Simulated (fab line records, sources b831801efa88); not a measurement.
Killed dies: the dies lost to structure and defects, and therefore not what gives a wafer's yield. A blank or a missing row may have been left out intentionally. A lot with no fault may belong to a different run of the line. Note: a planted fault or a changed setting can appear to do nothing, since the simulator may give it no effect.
fab line records | flow sky130
[record] lots = 10 wafers = 30 lastDay = 50
route steps=708 shown METAL1@452 VIA1@459 PAD_OPEN@708
lots untouched by any fault: they come from a run of this same line in which no faults occurred
startH: hours from the record's first day to the start of the lot's first wafer shown | waitH: hours from the lot's prior step to this one | " same as the row above | L1.1+2: a single row standing in for several wafers | - no value present, or no start provided | * or withheld: withheld | < > ~ a bound
route shown NAME@n: a module of which the file shows steps, and the number in the route of the first | usual: the fault-free wafers' mean and standard deviation | same: alike in all rows | chamber/n: place in a boat | sites: each site's reading | _std_site: standard deviation of those values | _edge_site: inner sites' mean taken away from outer sites' mean | radiusMm: for every site, how far away it sits from the centre of the wafer | mask NAME#n: copy n | behind: the last tool/chamber to shape the wafer | hold: cause of the lot's hold/its duration in hours/its outcome | device: names the non-switching transistor (n, p or np) | end of line: tests of these same wafers at the route's end | a step without rows: its recipe alone | killed: at the first sort, the dies lost to defects and structure; wafer yield is something else | map: dies across one wafer; x = killed, . = not, _ = none there
set.NAME: the setting as run; set.NAME@STEP: as run at that earlier step | model.NAME: the simulator's own value behind a step, which no gauge read
one table for each step of the route and one row for each wafer, over a sample of lots
services: when a tool's chamber went out of use (startH, in hours from the record's first day, below 0 if earlier), for how many hours, and the reason
[[steps]]
[step SKY_METAL1_ETCH_18]
[recipe] chemistry = N2/H2 target = BARC ionEnergyEv = 200 biasW = 100 pressureMtorr = 30 n2FlowSccm = 100 h2FlowSccm = 200 icpW = 500 stopOn = SiO2 timeS = 45.9 targetDepthA = 600
[usual] drypumpMotorCurrentA = 5.7/0.49 oesProductAu = 0.854/0.0048 rfFwdPowerW = 495.3/1.9 throttleValvePct = 13.225/0.0086
[same] timeS = 45.9
// columns lot.wafer tool chamber startH waitH drypumpMotorCurrentA oesProductAu rfFwdPowerW rfHoursCounterH throttleValvePct
L794.2 rieMetal-02 1 771.44 0.0 6.3 0.851 496.1 4 13.216
L794.3 " 1 " " 6.2 0.852 495.4 - 13.219
L794.6 " 1 " " 6.3 0.852 497.2 - 13.223
L796.1 rieMetal-03 0 781.80 0.0 4.9 0.854 497.2 8 13.224
L796.3 " 0 " " 4.9 0.861 496.4 - 13.213
L796.4 " 1 " " 5.5 0.861 494.4 - 13.220
L797.1 rieMetal-03 1 789.05 0.0 5.5 0.864 492.9 14 13.222
L797.2 " 0 " " 4.9 0.850 498.4 8 13.215
L797.6 " 0 " " 4.9 0.854 496.8 - 13.234
L798.1 rieMetal-03 0 801.14 0.0 4.9 0.848 496.6 8 13.234
L798.3 " 0 " " 4.9 0.849 494.2 - 13.233
L798.4 " 1 " " 5.5 0.845 495.0 - 13.224
L799.2 rieMetal-04 0 807.50 0.0 6.4 0.856 497.8 10 13.226
L799.4 " 0 " " 6.4 0.858 498.6 - 13.237
L799.6 " 1 " " 5.5 0.860 497.5 - 13.217
L807.2 rieMetal-03 1 867.06 0.0 5.5 0.849 492.6 0 13.228
L807.4 " 1 " " 5.5 0.854 493.5 - 13.234
L807.5 " 0 " " 4.9 0.851 493.2 - 13.223
L808.4 rieMetal-03 1 876.63 0.0 5.5 0.850 497.7 - 13.211
L808.5 " 0 " " 4.9 0.851 495.3 - 13.215
L808.6 " 1 " " 5.5 0.857 495.6 - 13.224
L809.2 rieMetal-02 1 880.60 0.1 6.3 0.858 496.8 - 13.225
L809.3 " 1 " " 6.3 0.851 495.3 - 13.238
L809.6 " 1 " " 6.2 0.854 497.4 - 13.226
L814.1 rieMetal-03 1 918.99 0.0 5.5 0.854 496.0 2 13.222
L814.2 " 0 " " 4.9 0.850 495.0 14 13.233
L814.6 " 1 " " 5.5 0.862 497.2 - 13.221
L815.2 rieMetal-04 1 924.16 0.0 5.5 0.852 493.3 2 13.235
L815.3 " 1 " " 5.5 0.853 494.1 - 13.209
L815.5 " 0 " " 6.4 0.857 494.6 - 13.245
[step SKY_VIA1_THK_MEAS_01]
[recipe] reads = SiO2_of_VIA1_HDPCVD_00
[usual] VIA1_HDPCVD_THK = 1032/9.4
// columns lot.wafer tool chamber startH waitH VIA1_HDPCVD_THK[nm]
L794.2 filmMetro-03 - 772.31 0.1 1030
L794.3 " - " " 1022
L794.6 " - " " 1029
L796.1 filmMetro-02 - 782.69 0.1 1015
L796.3 " - " " 1027
L796.4 " - " " 1020
L797.1 filmMetro-02 - 789.97 0.1 1042
L797.2 " - " " 1034
L797.6 " - " " 1053
L798.1 filmMetro-03 - 801.99 0.1 1022
L798.3 " - " " 1017
L798.4 " - " " 1023
L799.2 filmMetro-02 - 808.37 0.1 1023
L799.4 " - " " 1033
L799.6 " - " " 1027
L807.2 filmMetro-01 - 867.93 0.1 1035
L807.4 " - " " 1049
L807.5 " - " " 1036
L808.4 filmMetro-02 - 877.50 0.0 1032
L808.5 " - " " 1029
L808.6 " - " " 1025
L809.2 filmMetro-02 - 881.61 0.1 1028
L809.3 " - " " 1033
L809.6 " - " " 1022
L814.1 filmMetro-01 - 919.88 0.1 1041
L814.2 " - " " 1035
L814.6 " - " " 1035
L815.2 filmMetro-01 - 925.04 0.1 1031
L815.3 " - " " 1043
L815.5 " - " " 1029
[step SKY_VIA1_OVL_MEAS_13]
[usual] VIA1_OVL = 2/5.5
// columns lot.wafer tool chamber startH waitH VIA1_OVL[nm]
L794.2 overlay-01 - 800.05 0.1 3
L794.3 " - " " 2
L794.6 " - " " 7
L796.1 overlay-01 - 810.04 0.1 -2
L796.3 " - " " 1
L796.4 " - " " -2
L797.1 overlay-01 - 816.88 0.1 -6
L797.2 " - " " -4
L797.6 " - " " -3
L798.1 overlay-01 - 828.89 0.1 8
L798.3 " - " " 8
L798.4 " - " " 5
L799.2 overlay-01 - 835.70 0.1 9
L799.4 " - " " 11
L799.6 " - " " 8
L807.2 overlay-01 - 894.64 0.1 2
L807.4 " - " " 9
L807.5 " - " " 7
L808.4 overlay-02 - 903.66 0.1 4
L808.5 " - " " 1
L808.6 " - " " 3
L809.2 overlay-02 - 907.55 0.1 -5
L809.3 " - " " -1
L809.6 " - " " -5
L814.1 overlay-01 - 944.74 0.1 -14
L814.2 " - " " -10
L814.6 " - " " -4
L815.2 overlay-01 - 949.70 0.1 2
L815.3 " - " " 8
L815.5 " - " " 6
[step SKY_VIA1_CVD_21]
[recipe] material = W targetThkNm = 270 timeS = 80.902 tempC = 400 pressureTorr = 40
[usual] chamberPressureTorr = 40.00/0.087 heaterPowerOuterW = 534/61 heaterPowerW = 891/83
[same] timeS = 80.902
// columns lot.wafer tool chamber startH waitH chamberPressureTorr heaterPowerOuterW heaterPowerW
L794.2 cvdW-01 0 800.86 0.0 40.02 492 823
L794.3 " 0 " " 40.06 484 823
L794.6 " 0 " " 40.00 478 828
L796.1 cvdW-02 0 810.82 0.0 40.15 455 787
L796.3 " 1 " " 39.95 566 907
L796.4 " 0 " " 40.13 455 798
L797.1 cvdW-01 0 817.67 0.0 39.94 472 810
L797.2 " 1 " " 39.94 614 999
L797.6 " 1 " " 39.96 609 1027
L798.1 cvdW-01 1 829.67 0.0 39.95 611 1022
L798.3 " 1 " " 39.86 607 1038
L798.4 " 0 " " 40.03 484 820
L799.2 cvdW-02 0 836.50 0.0 40.10 469 805
L799.4 " 0 " " 39.95 445 818
L799.6 " 0 " " 40.05 459 820
L807.2 cvdW-01 1 895.45 0.0 46.09 623 1008
L807.4 " 1 " " 46.24 610 1005
L807.5 " 0 " " 46.06 474 810
L808.4 cvdW-01 0 904.45 0.1 46.08 494 827
L808.5 " 0 " " 46.23 475 849
L808.6 " 1 " " 46.15 597 1027
L809.2 cvdW-01 1 908.33 0.0 46.19 597 1000
L809.3 " 1 " " 46.15 612 995
L809.6 " 1 " " 46.27 615 1034
L814.1 cvdW-02 0 945.52 0.0 40.01 494 841
L814.2 " 1 " " 40.01 543 860
L814.6 " 0 " " 40.03 487 854
L815.2 cvdW-02 1 950.50 0.0 40.08 550 840
L815.3 " 1 " " 40.06 542 850
L815.5 " 0 " " 40.08 488 839
[step SKY_VIA1_RS_MEAS_22]
[recipe] thkMeasGauge = four-point-probe reads = W_of_VIA1_CVD_21+TiN_of_VIA1_SPUTTER_20
[usual] VIA1_W_RS = 0.429/0.0042
// columns lot.wafer tool chamber startH waitH VIA1_W_RS[ohm/sq]
L794.2 filmMetro-02 - 800.97 0.1 0.425
L794.3 " - " " 0.426
L794.6 " - " " 0.428
L796.1 filmMetro-01 - 810.91 0.1 0.433
L796.3 " - " " 0.426
L796.4 " - " " 0.436
L797.1 filmMetro-02 - 817.76 0.1 0.431
L797.2 " - " " 0.431
L797.6 " - " " 0.431
L798.1 filmMetro-01 - 829.76 0.1 0.433
L798.3 " - " " 0.436
L798.4 " - " " 0.431
L799.2 filmMetro-01 - 836.61 0.1 0.427
L799.4 " - " " 0.433
L799.6 " - " " 0.427
L807.2 filmMetro-03 - 895.56 0.1 0.399
L807.4 " - " " 0.405
L807.5 " - " " 0.401
L808.4 filmMetro-02 - 904.57 0.1 0.399
L808.5 " - " " 0.401
L808.6 " - " " 0.400
L809.2 filmMetro-01 - 908.44 0.1 0.399
L809.3 " - " " 0.400
L809.6 " - " " 0.399
L814.1 filmMetro-01 - 945.61 0.1 0.422
L814.2 " - " " 0.423
L814.6 " - " " 0.422
L815.2 filmMetro-01 - 950.61 0.1 0.425
L815.3 " - " " 0.419
L815.5 " - " " 0.422
[step SKY_VIA1_THK_MEAS_23]
[recipe] thkMeasGauge = xrf reads = W_of_VIA1_CVD_21
[usual] VIA1_W_THK = 260/4.1
// columns lot.wafer tool chamber startH waitH VIA1_W_THK[nm]
L794.2 filmMetro-02 - 801.08 0.1 260
L794.3 " - " " 259
L794.6 " - " " 257
L796.1 filmMetro-01 - 811.03 0.1 263
L796.3 " - " " 268
L796.4 " - " " 262
L797.1 filmMetro-02 - 817.88 0.1 254
L797.2 " - " " 255
L797.6 " - " " 254
L798.1 filmMetro-01 - 829.88 0.1 262
L798.3 " - " " 261
L798.4 " - " " 263
L799.2 filmMetro-01 - 836.72 0.1 266
L799.4 " - " " 263
L799.6 " - " " 264
L807.2 filmMetro-03 - 895.67 0.1 278
L807.4 " - " " 274
L807.5 " - " " 276
L808.4 filmMetro-02 - 904.66 0.1 274
L808.5 " - " " 273
L808.6 " - " " 276
L809.2 filmMetro-01 - 908.55 0.1 284
L809.3 " - " " 284
L809.6 " - " " 284
L814.1 filmMetro-01 - 945.73 0.1 269
L814.2 " - " " 267
L814.6 " - " " 265
L815.2 filmMetro-01 - 950.72 0.1 265
L815.3 " - " " 270
L815.5 " - " " 267
[step SKY_PAD_OPEN_PROBE_99]
[usual] defectLimitedYield = 82.4/2 killed_at_M0_to_M3 = 44/6.8 killed_at_M4_up = 3.4/2 killedAtContacts = 24/5.2 killedAtFrontEnd = 15/5.2 killedAtOther = 0.2/0.46 killedDies = 87/9.8 killedOpen = 47/7.5 killedShort = 39/6.8 sort_bin_3_pad_short = 0.8/0.37 sort_bin_5_function = 10.5/1.5 sort_bin_6_memory = 6.3/1.2 sortNPass = 405/9.8 sortYieldPct = 82.4/2
[same] grossDies = 492 killedAtBackSide = 0 sort_bin_4_leakage[%] = 0 sort_bin_8_speed[%] = 0
// columns lot.wafer tool chamber startH waitH defectLimitedYield[%] killed_at_M0_to_M3 killed_at_M4_up killedAtContacts killedAtFrontEnd killedAtOther killedDies killedOpen killedShort sort_bin_3_pad_short[%] sort_bin_5_function[%] sort_bin_6_memory[%] sortNPass sortYieldPct[%]
L807.2 prober-01 - 1150.58 0.1 79.7 43 7 38 12 0 100 63 37 0.4 11.6 8.3 392 79.7
// killed by level:class
L807.2 CONTACT:geometricParticle:open=15 VIA1:geometricParticle:open=14 LI_CONTACT:geometricParticle:open=11 VIA1:geometricParticle:short=7 POLY_GATE:geometricParticle:open=5 LOCAL_INTERCONNECT:geometricParticle:short=5 METAL2:geometricParticle:short=5 VIA2:geometricParticle:open=5
[[services]]
// columns tool chamber startH hours kind
rieMetal-04 - 768.56 14.6 pm
rieMetal-03 0 774.59 4.2 repair
rieMetal-04 - 836.74 0.5 repair
rieMetal-03 1 837.73 7.1 repair
rieMetal-04 1 837.76 - clean
rieMetal-04 1 837.76 22.3 scheduledDown
rieMetal-04 1 837.76 22.3 ventCycle
rieMetal-03 1 844.84 - clean
rieMetal-03 1 844.84 16.2 scheduledDown
rieMetal-03 1 844.84 16.2 ventCycle
rieMetal-02 1 857.43 2.4 repair
rieMetal-02 0 862.28 19.8 repair
rieMetal-02 1 901.18 13.8 repair
cvdW-02 - 904.00 14.0 pm
cvdW-02 0 904.00 14.0 ventCycle
cvdW-02 1 904.00 14.0 ventCycle
cvdW-02 - 918.00 2.8 pm
cvdW-02 0 918.00 - clean
cvdW-02 1 918.00 - clean
rieMetal-03 - 939.76 9.0 repair
[[key]]
[firstSign] step = SKY_VIA1_CVD_21 reading = chamberPressureTorr direction = up sigmas = 71 usual = 40.00 struck = 46.16
[effect] step = SKY_VIA1_RS_MEAS_22 reading = VIA1_W_RS direction = down sigmas = 7 usual = 0.429 struck = 0.400
[effect] step = SKY_VIA1_THK_MEAS_23 reading = VIA1_W_THK direction = up sigmas = 4.4 usual = 260 struck = 278
metAt SKY_VIA1_CVD_21
struckLots L807,L808,L809
notActingAt SKY_METAL1_ETCH_18,SKY_VIA1_THK_MEAS_01,SKY_VIA1_OVL_MEAS_13
onsetBetween 829.67 895.45
[fault] kind = processParameterDrift tool = cvdW-01 chamber = - onsetH = 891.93 steps = SKY_VIA1_CVD_21 channel = pressureTorr offset = 6.1586 shape = step endH = 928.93 actsIn = theseRecipesOnly stated = 40
